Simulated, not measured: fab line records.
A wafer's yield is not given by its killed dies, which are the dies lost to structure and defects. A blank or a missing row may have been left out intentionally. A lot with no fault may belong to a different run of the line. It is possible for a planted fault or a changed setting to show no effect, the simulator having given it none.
What tool caused it? | flow sky130 | 36 wafers from 12 lots sampled at 5 of the route's 708 steps

WHAT THE GAUGES READ, wafer by wafer
SKY_FIELD_ISO_CD_MEAS_13: target cd 150 nm. Usual: cd nm reads 150.3 nm (standard deviation 1.4).
lot  | measured    | on        | cd nm (nm)        | flag
L728 | day 2 06:55 | cd sem-01 | 149.5 149.0 149.9 |
L733 | day 3 07:17 | cd sem-02 | 151.9 152.3 152.3 |
L737 | day 4 02:59 | cd sem-02 | 134.3 133.3 133.9 | OFF
L739 | day 4 12:04 | cd sem-01 | 150.4 150.4 150.5 |
L740 | day 5 11:16 | cd sem-02 | 149.1 150.7 150.9 |
L742 | day 5 11:53 | cd sem-02 | 149.5 151.6 151.6 |
L744 | day 5 18:41 | cd sem-02 | 149.2 150.8 149.5 |
L747 | day 6 06:46 | cd sem-02 | 152.2 151.6 152.4 |
L748 | day 6 15:01 | cd sem-02 | 151.1 151.3 149.0 |
L749 | day 6 17:46 | cd sem-01 | 153.2 152.8 152.8 |
L750 | day 7 01:46 | cd sem-01 | 149.1 150.7 149.5 |
L751 | day 7 05:25 | cd sem-02 | 147.8 148.9 149.4 |

SKY_NWELL_THK_MEAS_02. Usual: NWELL_OXIDATION_THK typically reads 9.96 nm, with standard deviation 0.2.
lot  | measured    | on            | NWELL_OXIDATION_THK (nm) | flag
L728 | day 2 16:55 | film metro-04 | 9.91 10.07 9.88          |
L733 | day 3 16:07 | film metro-04 | 9.96 9.84 9.73           |
L737 | day 4 15:41 | film metro-04 | 9.79 9.56 9.83           |
L739 | day 4 23:11 | film metro-02 | 10.55 10.43 10.27        |
L740 | day 5 20:05 | film metro-03 | 9.89 9.89 9.98           |
L742 | day 5 20:06 | film metro-02 | 9.87 9.99 9.83           |
L744 | day 6 04:43 | film metro-02 | 9.99 10.17 10.22         |
L747 | day 6 13:37 | film metro-02 | 9.85 9.81 9.91           |
L748 | day 6 21:21 | film metro-02 | 9.85 9.94 10.02          |
L749 | day 7 02:02 | film metro-02 | 10.15 10.18 9.94         |
L750 | day 7 08:56 | film metro-02 | 10.07 10.15 9.93         |
L751 | day 7 12:29 | film metro-02 | 10.18 10.30 10.13        |

SKY_NWELL_TW_MEAS_26. Usual: NWELL_2_TW typically reads 497.7, with standard deviation 2.
lot  | measured     | on            | NWELL_2_TW        | flag
L728 | day 5 09:06  | film metro-02 | 498.1 497.0 499.5 |
L733 | day 6 10:22  | film metro-03 | 497.1 498.0 496.2 |
L737 | day 7 16:59  | film metro-02 | 497.7 499.5 497.5 |
L739 | day 8 03:41  | film metro-03 | 501.7 500.9 497.8 |
L740 | day 9 04:46  | film metro-03 | 499.9 498.4 501.2 |
L742 | day 9 05:43  | film metro-04 | 499.6 500.2 499.1 |
L744 | day 9 15:38  | film metro-03 | 499.9 501.3 497.5 |
L747 | day 10 01:25 | film metro-03 | 497.7 497.7 499.7 |
L748 | day 10 09:31 | film metro-04 | 497.6 498.1 499.5 |
L749 | day 10 17:43 | film metro-03 | 496.8 495.6 495.7 |
L750 | day 10 23:24 | film metro-04 | 497.5 495.0 500.0 |
L751 | day 11 05:01 | film metro-04 | 499.1 499.8 495.5 |

WHICH TOOL RAN EACH LOT (tool, then ch and the chambers of the sampled wafers, then the start)
lot  | SKY_FIELD_ISO_EXPOSE_10          | SKY_DNWELL_STRIP_08
L728 | krf scanner-02 ch 0, day 1 23:05 | plasma asher-03 ch 0,1, day 3 08:53
L733 | krf scanner-02 ch 0, day 2 23:53 | plasma asher-02 ch 0,1, day 4 08:37
L737 | krf scanner-01 ch 0, day 3 18:37 | plasma asher-01 ch 0, day 5 08:28
L739 | krf scanner-01 ch 0, day 4 05:23 | plasma asher-03 ch 0,1, day 5 17:45
L740 | krf scanner-02 ch 0, day 5 02:31 | plasma asher-03 ch 0,1, day 6 14:34
L742 | krf scanner-02 ch 0, day 5 02:46 | plasma asher-02 ch 0, day 6 15:05
L744 | krf scanner-01 ch 0, day 5 09:16 | plasma asher-02 ch 0,1, day 7 00:17
L747 | krf scanner-01 ch 0, day 5 21:57 | plasma asher-03 ch 0,1, day 7 08:46
L748 | krf scanner-02 ch 0, day 6 05:07 | plasma asher-01 ch 0,1, day 7 17:31
L749 | krf scanner-01 ch 0, day 6 09:05 | plasma asher-02 ch 0,1, day 7 22:16
L750 | krf scanner-02 ch 0, day 6 16:17 | plasma asher-03 ch 0,1, day 8 04:49
L751 | krf scanner-01 ch 0, day 6 19:56 | plasma asher-02 ch 0,1, day 8 08:52
- SKY_FIELD_ISO_EXPOSE_10: exposes mask FOM, target cd 150 nm.
- SKY_DNWELL_STRIP_08: strips in O2/N2.

AS READ BY THE TOOLS THEMSELVES (means over the sampled wafers that have a number; for cases with no such wafer, the mark the record gives instead)
SKY_FIELD_ISO_EXPOSE_10. Usual: exposure dose mJ cm2 reads 27.992 (standard deviation 0.029).
lot  | tool           | exposure dose mJ cm2 | flag
L728 | krf scanner-02 | 28.038               |
L733 | krf scanner-02 | 27.942               |
L737 | krf scanner-01 | 27.994               |
L739 | krf scanner-01 | 27.947               |
L740 | krf scanner-02 | 28.001               |
L742 | krf scanner-02 | 27.988               |
L744 | krf scanner-01 | 27.998               |
L747 | krf scanner-01 | 28.025               |
L748 | krf scanner-02 | 27.970               |
L749 | krf scanner-01 | 28.011               |
L750 | krf scanner-02 | 27.986               |
L751 | krf scanner-01 | 27.993               |

SKY_DNWELL_STRIP_08. Usual: drypump motor current A 6.0 A, standard deviation 0.31; oes product au 0.722 a.u., standard deviation 0.005; strip time to endpoint s 36.91 s, standard deviation 0.095.
lot  | tool            | drypump motor current A (A) | oes product au (a.u.) | strip time to endpoint s (s) | flag
L728 | plasma asher-03 | 6.1                         | 0.721                 | 36.94                        |
L733 | plasma asher-02 | 5.7                         | 0.719                 | 36.95                        |
L737 | plasma asher-01 | 6.4                         | 0.724                 | 36.87                        |
L739 | plasma asher-03 | 6.3                         | 0.725                 | 36.93                        |
L740 | plasma asher-03 | 6.1                         | 0.719                 | 36.85                        |
L742 | plasma asher-02 | 5.8                         | 0.722                 | 36.81                        |
L744 | plasma asher-02 | 5.8                         | 0.720                 | 36.72                        |
L747 | plasma asher-03 | 6.3                         | 0.724                 | 36.93                        |
L748 | plasma asher-01 | 6.1                         | 0.724                 | 36.84                        |
L749 | plasma asher-02 | 5.7                         | 0.718                 | 36.98                        |
L750 | plasma asher-03 | 6.3                         | 0.721                 | 36.85                        |
L751 | plasma asher-02 | 5.8                         | 0.724                 | 37.01                        |

THE ANSWER, worked out from the rows above alone
Rule: a lot counts as off when the mean over its wafers that have a number is more than 3 standard deviations away from the usual mean. A lot without any number at a reading at which 4 lots or more have one is off too. The other lots that the step has rows for count as sound. The gauges are gone through in route order, then the tools' own readings, and for those a lot's mean is taken as printed above. At the first step where some lot is off, the reading lying furthest off is the one used; lots without a number count as furthest.
Off: L737, at SKY_FIELD_ISO_CD_MEAS_13 (cd nm).
If a tool, at a process step before that reading, ran all the lots that are off and no sound lot after the first of them, it fits. Gauges at SKY_FIELD_ISO_CD_MEAS_13: tried the same way as those tools. Not one of the candidates tried fits.

WHAT WAS PUT IN BY THE SIMULATOR
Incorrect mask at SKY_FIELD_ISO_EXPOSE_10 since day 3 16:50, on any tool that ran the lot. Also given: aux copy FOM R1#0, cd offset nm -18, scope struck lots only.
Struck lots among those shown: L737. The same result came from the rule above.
